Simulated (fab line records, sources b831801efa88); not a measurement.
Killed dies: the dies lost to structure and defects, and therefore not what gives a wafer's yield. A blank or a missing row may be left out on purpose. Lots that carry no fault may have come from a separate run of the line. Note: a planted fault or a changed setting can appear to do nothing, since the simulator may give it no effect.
fab line records ; flow sky130
record lots=11; wafers=33; last_day=50
route steps=708 shown POLY_CUT@315 RES_XHIGH@336 SD_N@349 PAD_OPEN@708
lots that met no fault: from a run of the same line without faults
start_h: hours from the record's first day to the start of the lot's first wafer shown ; wait_h: hours elapsed since this lot's preceding step ; " as in the row above ; L1.1+2: one row covering several wafers at once ; - no value present, or no start provided ; * or withheld: withheld ; < > ~ a bound
route shown NAME@n: a module of which the file shows steps, and the number in the route of the first ; usual: mean/standard deviation of fault-free wafers ; same: alike in all rows ; chamber/n: place in a boat ; sites: each site's reading ; _std_site: how widely they spread, as a standard deviation ; _edge_site: outer sites' mean less inner sites' ; radius_mm: for every site, how far away it sits from the centre of the wafer ; mask NAME#n: copy n ; behind: the last tool/chamber to shape the wafer ; hold: why the lot was held/for how many hours/how that ended ; device: names the non-switching transistor (n, p or np) ; end of line: at the end of the route, the tests of the same wafers ; for a step that has no rows: nothing shown but its recipe ; killed: the dies lost at the first sort to structure and to defects; this is not the yield of the wafer ; map: shows each die of a wafer: x if killed, . if not, _ if none is there
set.NAME: the setting the step ran with; set.NAME@STEP: the setting that earlier step ran with ; model.NAME: the simulator's own value behind a step, which no gauge read
a sample of lots followed through the steps of the route, with each step as a table and each wafer as a row
services: when a tool's chamber went out of use (start_h, in hours from the record's first day, below 0 if earlier), for how many hours, and the reason
## steps
# step SKY_POLY_CUT_CD_MEAS_08
# recipe target_cd_nm=270
# usual cd_nm=269.5/1.5
lot.wafer;tool;chamber;start_h;wait_h;cd_nm
L869.1;cd_sem-01;-;545.62;-;269.4
L869.4;cd_sem-01;-;545.62;-;267.6
L869.6;cd_sem-01;-;545.62;-;268.3
L871.1;cd_sem-02;-;575.68;-;270.3
L871.2;cd_sem-02;-;575.68;-;271.8
L871.4;cd_sem-02;-;575.68;-;269.9
L874.1;cd_sem-01;-;601.72;-;269.8
L874.2;cd_sem-01;-;601.72;-;270.4
L874.6;cd_sem-01;-;601.72;-;269.5
L875.3;cd_sem-02;-;617.92;-;269.3
L875.4;cd_sem-02;-;617.92;-;269.6
L875.5;cd_sem-02;-;617.92;-;270.8
L876.1;cd_sem-02;-;621.73;-;268.1
L876.3;cd_sem-02;-;621.73;-;268.5
L876.5;cd_sem-02;-;621.73;-;268.7
L878.1;cd_sem-01;-;648.98;-;270.7
L878.2;cd_sem-01;-;648.98;-;271.5
L878.4;cd_sem-01;-;648.98;-;272.2
L882.4;cd_sem-01;-;667.24;-;269.8
L882.5;cd_sem-01;-;667.24;-;269.6
L882.6;cd_sem-01;-;667.24;-;270.4
L881.2;cd_sem-01;-;668.85;-;270.4
L881.4;cd_sem-01;-;668.85;-;270.4
L881.6;cd_sem-01;-;668.85;-;269.0
L890.2;cd_sem-01;-;725.90;-;269.1
L890.3;cd_sem-01;-;725.90;-;269.4
L890.4;cd_sem-01;-;725.90;-;268.9
L891.1;cd_sem-02;-;733.78;-;269.0
L891.5;cd_sem-02;-;733.78;-;270.2
L891.6;cd_sem-02;-;733.78;-;269.0
L892.1;cd_sem-01;-;742.92;-;267.2
L892.4;cd_sem-01;-;742.92;-;267.5
L892.6;cd_sem-01;-;742.92;-;267.7
# step SKY_POLY_CUT_ETCH_11
# recipe target=Si3N4; chemistry=CF4/CH2F2/Ar; stop_on=poly-Si; source_w=600; bias_w=150; pressure_mtorr=40; cf4_flow_sccm=40; ch2f2_flow_sccm=20; Ar_flow_sccm=150; time_s=42.5; target_depth_a=600
# usual drypump_motor_current_A=5.6/0.38; mfc_ar_sccm=150.0/0.44; oes_product_au=0.829/0.0068; throttle_valve_pct=14.994/0.01
# same time_s=42.5
lot.wafer;tool;chamber;start_h;wait_h;drypump_motor_current_A;mfc_ar_sccm;oes_product_au;rf_hours_counter_h;throttle_valve_pct
L869.1;rie_diel-03;1;545.82;0.0;6.1;150.8;0.831;76;14.992
L869.4;rie_diel-03;2;545.82;0.0;5.4;149.7;0.832;43;14.996
L869.6;rie_diel-03;0;545.82;0.0;5.6;149.8;0.828;-;14.981
L871.1;rie_diel-04;2;575.88;0.0;5.2;149.9;0.825;12;14.995
L871.2;rie_diel-04;3;575.88;0.0;5.1;150.0;0.822;12;14.990
L871.4;rie_diel-04;2;575.88;0.0;5.2;150.0;0.839;-;15.001
L874.1;rie_diel-04;3;601.92;0.0;5.1;148.9;0.823;12;14.972
L874.2;rie_diel-04;2;601.92;0.0;5.2;150.0;0.824;13;14.989
L874.6;rie_diel-04;3;601.92;0.0;5.1;149.3;0.820;-;15.004
L875.3;rie_diel-03;3;618.08;0.0;6.0;150.1;0.828;64;14.975
L875.4;rie_diel-03;2;618.08;0.0;5.4;150.6;0.838;45;14.992
L875.5;rie_diel-03;2;618.08;0.0;5.4;150.2;0.830;-;15.001
L876.1;rie_diel-04;0;621.93;0.0;5.1;149.6;0.832;66;14.982
L876.3;rie_diel-04;3;621.93;0.0;5.1;150.1;0.819;13;14.997
L876.5;rie_diel-04;0;621.93;0.0;5.1;149.4;0.824;-;14.989
L878.1;rie_diel-03;0;649.18;0.0;5.6;149.9;0.840;9;14.983
L878.2;rie_diel-03;2;649.18;0.0;5.4;150.2;0.832;45;15.009
L878.4;rie_diel-03;0;649.18;0.0;5.7;149.6;0.829;-;14.992
L882.4;rie_diel-03;3;667.38;0.0;6.0;149.8;0.837;0;15.007
L882.5;rie_diel-03;1;667.38;0.0;6.0;150.9;0.831;-;14.989
L882.6;rie_diel-03;2;667.38;0.0;5.4;150.0;0.833;-;15.011
L881.2;rie_diel-04;2;669.03;0.0;5.2;149.8;0.833;15;14.986
L881.4;rie_diel-04;2;669.03;0.0;5.2;149.7;0.831;-;14.991
L881.6;rie_diel-04;0;669.03;0.0;5.1;149.2;0.842;-;15.005
L890.2;rie_diel-04;3;726.08;0.0;5.1;150.6;0.824;16;15.004
L890.3;rie_diel-04;2;726.08;0.0;5.2;150.2;0.828;16;14.978
L890.4;rie_diel-04;0;726.08;0.0;5.1;150.1;0.834;2;15.001
L891.1;rie_diel-04;3;733.98;0.0;5.1;150.3;0.833;16;15.006
L891.5;rie_diel-04;3;733.98;0.0;5.1;150.1;0.831;-;14.985
L891.6;rie_diel-04;0;733.98;0.0;5.1;149.7;0.821;-;15.006
L892.1;rie_diel-02;3;743.12;0.0;5.4;150.5;0.832;36;14.996
L892.4;rie_diel-02;2;743.12;0.0;6.3;150.1;0.832;47;14.978
L892.6;rie_diel-02;1;743.12;0.0;5.8;150.3;0.823;-;15.004
# step SKY_RES_XHIGH_EXPOSE_04
# recipe mask_id=URPM; na=0.6; source_shape=conventional; sigma_outer=0.6; polarization=unpolarized; target_cd_nm=1270; dose_mj=140
# usual reticle_temp_C=22.97/0.11; stage_vel_mm_s=500.05/0.21
# same na=0.6
lot.wafer;tool;chamber;start_h;wait_h;mask;reticle_temp_C;stage_vel_mm_s
L869.1;iline_stepper-01;0;588.40;-;URPM#0;22.98;500.34
L869.4;iline_stepper-01;0;588.40;-;URPM#0;22.90;500.44
L869.6;iline_stepper-01;0;588.40;-;URPM#0;23.08;500.46
L871.1;iline_stepper-02;0;619.25;-;URPM#0;22.97;499.99
L871.2;iline_stepper-02;0;619.25;-;URPM#0;23.09;499.56
L871.4;iline_stepper-02;0;619.25;-;URPM#0;23.08;500.06
L874.1;iline_stepper-02;0;642.53;-;URPM#0;22.97;500.24
L874.2;iline_stepper-02;0;642.53;-;URPM#0;22.96;499.80
L874.6;iline_stepper-02;0;642.53;-;URPM#0;23.00;499.77
L875.3;iline_stepper-01;0;659.23;-;URPM#0;22.83;500.07
L875.4;iline_stepper-01;0;659.23;-;URPM#0;22.95;499.77
L875.5;iline_stepper-01;0;659.23;-;URPM#0;22.94;499.88
L876.1;iline_stepper-02;0;661.80;-;URPM#0;22.83;500.16
L876.3;iline_stepper-02;0;661.80;-;URPM#0;23.09;499.98
L876.5;iline_stepper-02;0;661.80;-;URPM#0;22.98;500.19
L878.1;iline_stepper-01;0;689.98;-;URPM#0;23.11;500.15
L878.2;iline_stepper-01;0;689.98;-;URPM#0;22.96;500.26
L878.4;iline_stepper-01;0;689.98;-;URPM#0;23.15;499.87
L882.4;iline_stepper-01;0;708.41;-;URPM#0;23.14;500.44
L882.5;iline_stepper-01;0;708.41;-;URPM#0;23.06;499.89
L882.6;iline_stepper-01;0;708.41;-;URPM#0;22.92;500.23
L881.2;iline_stepper-02;0;711.16;-;NSDM#0;23.01;499.89
L881.4;iline_stepper-02;0;711.16;-;NSDM#0;22.89;500.06
L881.6;iline_stepper-02;0;711.16;-;NSDM#0;22.99;500.13
L890.2;iline_stepper-01;0;767.63;-;URPM#0;22.90;500.03
L890.3;iline_stepper-01;0;767.63;-;URPM#0;22.93;499.77
L890.4;iline_stepper-01;0;767.63;-;URPM#0;23.01;500.09
L891.1;iline_stepper-02;0;775.72;-;URPM#0;23.09;499.99
L891.5;iline_stepper-02;0;775.72;-;URPM#0;23.23;500.32
L891.6;iline_stepper-02;0;775.72;-;URPM#0;23.01;500.01
L892.1;iline_stepper-02;0;783.57;-;URPM#0;23.06;499.89
L892.4;iline_stepper-02;0;783.57;-;URPM#0;22.95;499.92
L892.6;iline_stepper-02;0;783.57;-;URPM#0;22.96;500.12
# step SKY_RES_XHIGH_TW_MEAS_09
# usual RES_XHIGH_TW=1617/9.8
lot.wafer;tool;chamber;start_h;wait_h;hold;RES_XHIGH_TW
L869.1;film_metro-01;-;601.68;0.1;-;1623
L869.4;film_metro-01;-;601.68;0.1;-;1619
L869.6;film_metro-01;-;601.68;0.1;-;1616
L871.1;film_metro-03;-;632.37;0.1;-;1628
L871.2;film_metro-03;-;632.37;0.1;-;1636
L871.4;film_metro-03;-;632.37;0.1;-;1627
L874.1;film_metro-01;-;656.07;0.1;-;1611
L874.2;film_metro-01;-;656.07;0.1;-;1618
L874.6;film_metro-01;-;656.07;0.1;-;1610
L875.3;film_metro-03;-;673.29;0.1;-;1630
L875.4;film_metro-03;-;673.29;0.1;-;1631
L875.5;film_metro-03;-;673.29;0.1;-;1625
L876.1;film_metro-03;-;675.87;0.1;-;1630
L876.3;film_metro-03;-;675.87;0.1;-;1630
L876.5;film_metro-03;-;675.87;0.1;-;1616
L878.1;film_metro-01;-;704.18;0.1;-;1621
L878.2;film_metro-01;-;704.18;0.1;-;1618
L878.4;film_metro-01;-;704.18;0.1;-;1627
L882.4;film_metro-01;-;721.31;0.1;-;1624
L882.5;film_metro-01;-;721.31;0.1;-;1632
L882.6;film_metro-01;-;721.31;0.1;-;1627
L881.2;film_metro-03;-;724.43;0.1;await_dispo/0.2h/release;30
L881.4;film_metro-03;-;724.43;0.1;await_dispo/0.2h/release;30
L881.6;film_metro-03;-;724.43;0.1;await_dispo/0.2h/release;30
L881.2;film_metro-03;-;724.74;0.3;-;29
L881.4;film_metro-03;-;724.74;0.3;-;30
L881.6;film_metro-03;-;724.74;0.3;-;30
L890.2;film_metro-03;-;780.68;0.1;-;1627
L890.3;film_metro-03;-;780.68;0.1;-;1637
L890.4;film_metro-03;-;780.68;0.1;-;1621
L891.1;film_metro-01;-;789.43;0.1;-;1605
L891.5;film_metro-01;-;789.43;0.1;-;1603
L891.6;film_metro-01;-;789.43;0.1;-;1607
L892.1;film_metro-04;-;797.07;0.1;-;1609
L892.4;film_metro-04;-;797.07;0.1;-;1600
L892.6;film_metro-04;-;797.07;0.1;-;1605
# step SKY_SD_N_CD_MEAS_07
# recipe target_cd_nm=380
# usual cd_nm=379.3/2.1
lot.wafer;tool;chamber;start_h;wait_h;cd_nm
L869.1;cd_sem-01;-;628.18;0.1;376.3
L869.4;cd_sem-01;-;628.18;0.1;375.4
L869.6;cd_sem-01;-;628.18;0.1;375.6
L871.1;cd_sem-01;-;659.13;0.1;376.4
L871.2;cd_sem-01;-;659.13;0.1;378.1
L871.4;cd_sem-01;-;659.13;0.1;382.6
L874.1;cd_sem-01;-;683.52;0.1;375.0
L874.2;cd_sem-01;-;683.52;0.1;376.9
L874.6;cd_sem-01;-;683.52;0.1;380.5
L875.3;cd_sem-02;-;700.86;0.1;380.9
L875.4;cd_sem-02;-;700.86;0.1;380.1
L875.5;cd_sem-02;-;700.86;0.1;379.6
L876.1;cd_sem-01;-;702.38;0.1;380.1
L876.3;cd_sem-01;-;702.38;0.1;380.0
L876.5;cd_sem-01;-;702.38;0.1;377.2
L878.1;cd_sem-02;-;731.13;0.1;380.3
L878.2;cd_sem-02;-;731.13;0.1;381.3
L878.4;cd_sem-02;-;731.13;0.1;379.7
L882.4;cd_sem-01;-;748.29;0.1;379.3
L882.5;cd_sem-01;-;748.29;0.1;381.1
L882.6;cd_sem-01;-;748.29;0.1;381.5
L890.2;cd_sem-02;-;807.39;0.1;381.4
L890.3;cd_sem-02;-;807.39;0.1;378.6
L890.4;cd_sem-02;-;807.39;0.1;380.5
L891.1;cd_sem-01;-;815.82;0.1;379.5
L891.5;cd_sem-01;-;815.82;0.1;380.1
L891.6;cd_sem-01;-;815.82;0.1;379.5
L892.1;cd_sem-02;-;824.48;0.1;382.6
L892.4;cd_sem-02;-;824.48;0.1;383.3
L892.6;cd_sem-02;-;824.48;0.1;383.2
# step SKY_PAD_OPEN_PROBE_99
# usual defect_limited_yield=82.2/1.8; killed_at_M0_to_M3=43/6.6; killed_at_M4_up=3.2/1.9; killed_at_contacts=25/5.3; killed_at_front_end=16/4.5; killed_at_other=0.3/0.63; killed_dies=87/8.9; killed_open=48/7.9; killed_short=39/5.3; sort_bin_3_pad_short=0.8/0.38; sort_bin_5_function=10.5/1.5; sort_bin_6_memory=6.4/1.2; sort_n_pass=405/8.9; sort_yield_pct=82.2/1.8
# same gross_dies=492; killed_at_back_side=0; sort_bin_4_leakage[%]=0; sort_bin_8_speed[%]=0
lot.wafer;tool;chamber;start_h;wait_h;defect_limited_yield[%];killed_at_M0_to_M3;killed_at_M4_up;killed_at_contacts;killed_at_front_end;killed_at_other;killed_dies;killed_open;killed_short;sort_bin_3_pad_short[%];sort_bin_5_function[%];sort_bin_6_memory[%];sort_n_pass;sort_yield_pct[%]
L869.1;prober-01;-;1064.94;0.1;86.6;29;1;25;11;0;66;31;35;0.8;7.1;5.5;426;86.6
L869.4;prober-01;-;1065.09;0.2;83.7;44;4;18;14;0;80;31;49;1.0;10.0;5.3;412;83.7
L869.6;prober-01;-;1065.19;0.2;80.3;52;2;26;17;0;97;58;38;0.8;10.6;8.3;395;80.3
L871.1;prober-01;-;1087.99;0.1;81.9;29;5;24;31;0;89;45;43;1.8;10.0;6.3;403;81.9
L871.2;prober-01;-;1088.04;0.1;81.1;38;3;31;21;0;93;60;33;1.0;11.0;6.9;399;81.1
L871.4;prober-01;-;1088.14;0.2;81.3;43;0;33;16;0;92;58;32;0.2;11.0;7.5;400;81.3
L874.1;prober-02;-;1107.39;0.1;83.1;38;1;28;15;1;83;41;42;1.0;10.6;5.3;409;83.1
L874.2;prober-02;-;1107.44;0.1;81.3;46;1;29;15;1;92;56;36;0.6;14.4;3.7;400;81.3
L874.6;prober-02;-;1107.64;0.2;84.1;46;3;18;11;0;78;40;38;0.4;10.6;4.9;414;84.1
L875.3;prober-01;-;1117.84;0.2;82.7;41;4;24;16;0;85;46;39;0.6;10.2;6.5;407;82.7
L875.4;prober-01;-;1117.89;0.2;82.3;46;3;19;19;0;87;49;38;1.0;11.6;5.1;405;82.3
L875.5;prober-01;-;1117.94;0.2;81.3;42;5;26;19;0;92;50;42;0.4;10.8;7.5;400;81.3
L876.1;prober-02;-;1118.07;0.1;82.9;40;4;26;14;0;84;46;36;0.4;10.8;5.9;408;82.9
L876.3;prober-02;-;1118.17;0.2;82.5;43;3;25;14;1;86;52;34;0.6;10.6;6.3;406;82.5
L876.5;prober-02;-;1118.27;0.2;82.7;50;4;20;11;0;85;54;31;0.6;11.4;5.3;407;82.7
L878.1;prober-02;-;1139.50;0.1;83.5;39;3;22;17;0;81;35;46;1.6;10.8;4.1;411;83.5
L878.2;prober-02;-;1139.55;0.1;84.3;44;3;18;12;0;77;43;34;1.0;8.9;5.7;415;84.3
L878.4;prober-02;-;1139.65;0.2;81.7;48;3;22;17;0;90;55;35;0.6;10.0;7.7;402;81.7
L882.4;prober-01;-;1153.40;0.2;80.7;52;1;22;20;0;95;60;35;0.4;13.2;5.7;397;80.7
L882.5;prober-01;-;1153.45;0.2;83.3;41;4;18;17;2;82;36;43;0.6;11.4;4.7;410;83.3
L882.6;prober-01;-;1153.50;0.2;82.7;47;1;20;17;0;85;45;39;0.2;11.2;5.9;407;82.7
L890.2;prober-02;-;1189.41;0.1;80.1;43;4;28;23;0;98;56;42;0.4;13.2;6.3;394;80.1
L890.3;prober-02;-;1189.46;0.2;79.5;42;2;29;27;1;101;65;36;0.2;13.8;6.5;391;79.5
L890.4;prober-02;-;1189.51;0.2;84.3;37;4;19;17;0;77;43;34;0.2;13.0;2.4;415;84.3
L891.1;prober-01;-;1193.00;0.1;81.7;49;2;24;15;0;90;48;42;0.6;12.2;5.5;402;81.7
L891.5;prober-01;-;1193.20;0.2;81.9;38;4;32;15;0;89;39;50;1.2;11.2;5.7;403;81.9
L891.6;prober-01;-;1193.25;0.2;79.7;50;5;22;23;0;100;50;50;1.2;11.8;7.3;392;79.7
L892.1;prober-02;-;1201.95;0.1;81.5;41;5;34;11;0;91;51;40;1.4;11.6;5.5;401;81.5
L892.4;prober-02;-;1202.10;0.2;81.9;50;6;24;9;0;89;43;46;1.0;11.8;5.3;403;81.9
L892.6;prober-02;-;1202.20;0.2;81.5;38;5;31;17;0;91;46;45;0.8;11.4;6.3;401;81.5
# killed by level:class
L869.1 CONTACT:geometric_particle:open=8 LI_CONTACT:geometric_particle:open=5 CONTACT:geometric_particle:short=5 METAL2:geometric_particle:short=5 LOCAL_INTERCONNECT:geometric_particle:short=4 VIA1:geometric_particle:short=4 VIA1:geometric_particle:open=4 VIA3:geometric_particle:open=4
L869.4 VIA1:geometric_particle:short=10 VIA2:geometric_particle:open=8 METAL2:geometric_particle:short=8 VIA1:geometric_particle:open=7 FIELD_ISO:geometric_particle:short=5 METAL1:geometric_particle:short=5 LI_CONTACT:geometric_particle:short=4 LI_CONTACT:geometric_particle:open=4
L869.6 VIA2:geometric_particle:open=13 VIA1:geometric_particle:open=10 LI_CONTACT:geometric_particle:open=7 VIA3:geometric_particle:open=7 CONTACT:geometric_particle:open=7 FIELD_ISO:geometric_particle:open=5 LOCAL_INTERCONNECT:geometric_particle:short=5 VIA3:geometric_particle:short=4
L871.1 CONTACT:geometric_particle:open=13 FIELD_ISO:geometric_particle:short=9 POLY_GATE:geometric_particle:open=8 FIELD_ISO:geometric_particle:open=6 POLY_GATE:geometric_particle:short=6 LOCAL_INTERCONNECT:geometric_particle:short=6 VIA1:geometric_particle:open=6 METAL2:geometric_particle:short=6
L871.2 CONTACT:geometric_particle:open=14 VIA3:geometric_particle:open=11 FIELD_ISO:geometric_particle:open=8 LI_CONTACT:geometric_particle:open=8 VIA2:geometric_particle:open=7 FIELD_ISO:geometric_particle:short=5 CONTACT:geometric_particle:short=5 LOCAL_INTERCONNECT:geometric_particle:short=4
L871.4 CONTACT:geometric_particle:open=14 VIA1:geometric_particle:open=10 VIA2:geometric_particle:short=7 FIELD_ISO:geometric_particle:open=6 LI_CONTACT:geometric_particle:open=6 CONTACT:geometric_particle:short=6 VIA3:geometric_particle:open=6 VIA2:geometric_particle:open=6
L874.1 CONTACT:geometric_particle:open=8 FIELD_ISO:geometric_particle:open=7 LI_CONTACT:geometric_particle:open=7 METAL1:geometric_particle:short=6 VIA3:geometric_particle:open=6 CONTACT:geometric_particle:short=5 VIA2:geometric_particle:short=5 METAL2:geometric_particle:short=4
L874.2 CONTACT:geometric_particle:open=13 VIA1:geometric_particle:open=12 LI_CONTACT:geometric_particle:open=7 FIELD_ISO:geometric_particle:open=6 VIA2:geometric_particle:open=6 METAL2:geometric_particle:short=6 VIA3:geometric_particle:open=4 CONTACT:geometric_particle:short=4
L874.6 VIA1:geometric_particle:open=9 VIA3:geometric_particle:open=8 VIA2:geometric_particle:open=7 VIA1:geometric_particle:short=7 CONTACT:geometric_particle:short=5 CONTACT:geometric_particle:open=5 METAL2:geometric_particle:short=5 FIELD_ISO:geometric_particle:open=3
L875.3 VIA1:geometric_particle:open=10 FIELD_ISO:geometric_particle:short=7 CONTACT:geometric_particle:open=7 LI_CONTACT:geometric_particle:open=7 FIELD_ISO:geometric_particle:open=5 LOCAL_INTERCONNECT:geometric_particle:short=5 METAL1:geometric_particle:short=5 VIA2:geometric_particle:open=5
L875.4 VIA1:geometric_particle:open=11 VIA1:geometric_particle:short=8 CONTACT:geometric_particle:open=8 METAL2:geometric_particle:short=7 FIELD_ISO:geometric_particle:open=5 VIA2:geometric_particle:open=5 VIA3:geometric_particle:open=5 LOCAL_INTERCONNECT:geometric_particle:short=4
L875.5 CONTACT:geometric_particle:open=12 METAL1:geometric_particle:short=7 VIA1:geometric_particle:open=7 LI_CONTACT:geometric_particle:open=6 VIA3:geometric_particle:open=6 VIA3:geometric_particle:short=6 FIELD_ISO:geometric_particle:open=5 POLY_GATE:geometric_particle:open=4
L876.1 CONTACT:geometric_particle:open=11 LI_CONTACT:geometric_particle:open=9 VIA1:geometric_particle:short=8 VIA1:geometric_particle:open=8 METAL2:geometric_particle:short=6 POLY_GATE:geometric_particle:short=3 METAL1:geometric_particle:short=3 METAL2:geometric_particle:open=3
L876.3 CONTACT:geometric_particle:open=12 VIA1:geometric_particle:open=10 LI_CONTACT:geometric_particle:open=7 METAL1:geometric_particle:short=7 VIA2:geometric_particle:open=7 FIELD_ISO:geometric_particle:open=6 VIA1:geometric_particle:short=5 VIA3:geometric_particle:open=5
L876.5 CONTACT:geometric_particle:open=10 LI_CONTACT:geometric_particle:open=9 VIA2:geometric_particle:open=9 VIA1:geometric_particle:short=8 VIA3:geometric_particle:open=8 METAL1:geometric_particle:short=6 VIA1:geometric_particle:open=6 METAL3:geometric_particle:short=3
L878.1 VIA1:geometric_particle:open=8 FIELD_ISO:geometric_particle:short=6 VIA1:geometric_particle:short=6 LOCAL_INTERCONNECT:geometric_particle:short=5 CONTACT:geometric_particle:short=5 METAL1:geometric_particle:short=5 VIA3:geometric_particle:open=5 LI_CONTACT:geometric_particle:open=4
L878.2 VIA3:geometric_particle:open=12 CONTACT:geometric_particle:open=7 METAL1:geometric_particle:short=7 VIA2:geometric_particle:open=6 VIA1:geometric_particle:short=6 VIA1:geometric_particle:open=5 FIELD_ISO:geometric_particle:open=4 LI_CONTACT:geometric_particle:open=4
L878.4 VIA3:geometric_particle:open=14 VIA1:geometric_particle:open=10 LI_CONTACT:geometric_particle:open=8 METAL1:geometric_particle:short=7 VIA1:geometric_particle:short=7 POLY_GATE:geometric_particle:open=6 CONTACT:geometric_particle:open=6 CONTACT:geometric_particle:short=4
L882.4 VIA1:geometric_particle:open=19 CONTACT:geometric_particle:open=10 POLY_GATE:geometric_particle:short=7 VIA2:geometric_particle:open=7 FIELD_ISO:geometric_particle:open=6 LI_CONTACT:geometric_particle:open=6 VIA1:geometric_particle:short=5 CONTACT:geometric_particle:short=4
L882.5 VIA1:geometric_particle:open=8 METAL1:geometric_particle:short=6 VIA1:geometric_particle:short=6 VIA2:geometric_particle:open=6 POLY_GATE:geometric_particle:short=5 LI_CONTACT:geometric_particle:short=5 FIELD_ISO:geometric_particle:open=4 LI_CONTACT:geometric_particle:open=4
L882.6 VIA1:geometric_particle:open=12 VIA3:geometric_particle:open=7 VIA1:geometric_particle:short=6 POLY_GATE:geometric_particle:short=5 CONTACT:geometric_particle:open=5 FIELD_ISO:geometric_particle:open=4 VIA2:geometric_particle:open=4 LI_CONTACT:geometric_particle:open=4
L890.2 CONTACT:geometric_particle:open=14 VIA1:geometric_particle:open=9 FIELD_ISO:geometric_particle:open=8 LI_CONTACT:geometric_particle:short=6 VIA2:geometric_particle:open=6 METAL2:geometric_particle:short=6 VIA3:geometric_particle:open=6 POLY_GATE:geometric_particle:short=5
L890.3 LI_CONTACT:geometric_particle:open=19 VIA1:geometric_particle:open=12 VIA2:geometric_particle:open=8 VIA3:geometric_particle:open=7 FIELD_ISO:geometric_particle:short=6 POLY_GATE:geometric_particle:short=6 CONTACT:geometric_particle:open=5 VIA1:geometric_particle:short=5
L890.4 VIA1:geometric_particle:open=11 CONTACT:geometric_particle:open=7 FIELD_ISO:geometric_particle:open=6 METAL1:geometric_particle:short=6 LI_CONTACT:geometric_particle:open=5 METAL2:geometric_particle:short=5 VIA2:geometric_particle:open=4 FIELD_ISO:geometric_particle:short=3
L891.1 CONTACT:geometric_particle:open=11 VIA1:geometric_particle:open=11 VIA1:geometric_particle:short=7 LI_CONTACT:geometric_particle:open=6 VIA2:geometric_particle:open=6 VIA2:geometric_particle:short=6 VIA3:geometric_particle:open=6 POLY_GATE:geometric_particle:short=5
L891.5 CONTACT:geometric_particle:open=10 CONTACT:geometric_particle:short=10 VIA1:geometric_particle:open=9 METAL2:geometric_particle:short=6 FIELD_ISO:geometric_particle:short=5 POLY_GATE:geometric_particle:short=5 LI_CONTACT:geometric_particle:open=5 VIA1:geometric_particle:short=5
L891.6 CONTACT:geometric_particle:open=10 VIA1:geometric_particle:short=8 METAL2:geometric_particle:short=7 FIELD_ISO:geometric_particle:open=7 VIA3:geometric_particle:open=7 VIA1:geometric_particle:open=6 FIELD_ISO:geometric_particle:short=5 POLY_GATE:geometric_particle:open=5
L892.1 CONTACT:geometric_particle:open=11 VIA1:geometric_particle:open=11 LI_CONTACT:geometric_particle:open=9 CONTACT:geometric_particle:short=8 VIA2:geometric_particle:open=7 METAL2:geometric_particle:short=6 LOCAL_INTERCONNECT:geometric_particle:short=5 METAL1:geometric_particle:short=5
L892.4 VIA1:geometric_particle:open=11 CONTACT:geometric_particle:open=9 METAL2:geometric_particle:short=8 FIELD_ISO:geometric_particle:short=6 VIA2:geometric_particle:open=6 VIA3:geometric_particle:open=5 CONTACT:geometric_particle:short=5 LI_CONTACT:geometric_particle:open=4
L892.6 CONTACT:geometric_particle:open=15 METAL1:geometric_particle:short=9 LI_CONTACT:geometric_particle:open=7 POLY_GATE:geometric_particle:open=5 METAL4:geometric_particle:short=5 VIA3:geometric_particle:open=4 CONTACT:geometric_particle:short=4 VIA1:geometric_particle:open=4
## services
tool;chamber;start_h;hours;kind
rie_diel-04;3;531.85;5.6;repair
rie_diel-02;-;556.21;0.4;repair
rie_diel-04;1;570.79;6.6;repair
iline_stepper-01;-;593.42;1.7;pm
rie_diel-04;0;594.96;10.8;repair
iline_stepper-02;-;602.25;8.4;repair
rie_diel-04;1;608.30;17.4;repair
rie_diel-03;-;616.60;0.4;repair
rie_diel-02;-;635.15;2.8;repair
iline_stepper-02;-;639.56;1.7;pm
iline_stepper-02;-;644.31;8.6;repair
rie_diel-04;0;644.91;-;clean
rie_diel-04;0;644.91;14.2;scheduled_down
rie_diel-04;0;644.91;14.2;vent_cycle
rie_diel-04;1;665.83;-;clean
rie_diel-03;1;700.21;14.7;repair
rie_diel-03;-;706.53;2.8;pm
rie_diel-04;-;708.02;0.6;repair
rie_diel-04;1;733.37;5.7;repair
rie_diel-02;0;743.89;6.9;repair
rie_diel-02;1;749.22;2.2;repair
iline_stepper-01;-;769.60;7.0;repair
rie_diel-04;-;773.13;2.8;pm
iline_stepper-01;-;777.93;9.1;repair
## key
first_sign step=SKY_RES_XHIGH_EXPOSE_04; reading=mask; direction=changed
effect step=SKY_RES_XHIGH_TW_MEAS_09; reading=visit; direction=added
effect step=SKY_RES_XHIGH_TW_MEAS_09; reading=RES_XHIGH_TW; direction=down; sigmas=99+; usual=1617; struck=30
met_at SKY_RES_XHIGH_EXPOSE_04
struck_lots L881
scrapped_behind SKY_RES_XHIGH_TW_MEAS_09 L881.2,L881.4,L881.6
not_acting_at SKY_POLY_CUT_CD_MEAS_08,SKY_POLY_CUT_ETCH_11,SKY_SD_N_CD_MEAS_07
onset_between 661.80 711.16
fault kind=wrong_mask; tool=any; chamber=-; onset_h=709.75; steps=SKY_RES_XHIGH_EXPOSE_04; aux_copy=NSDM#0; scope=struck_lots_only
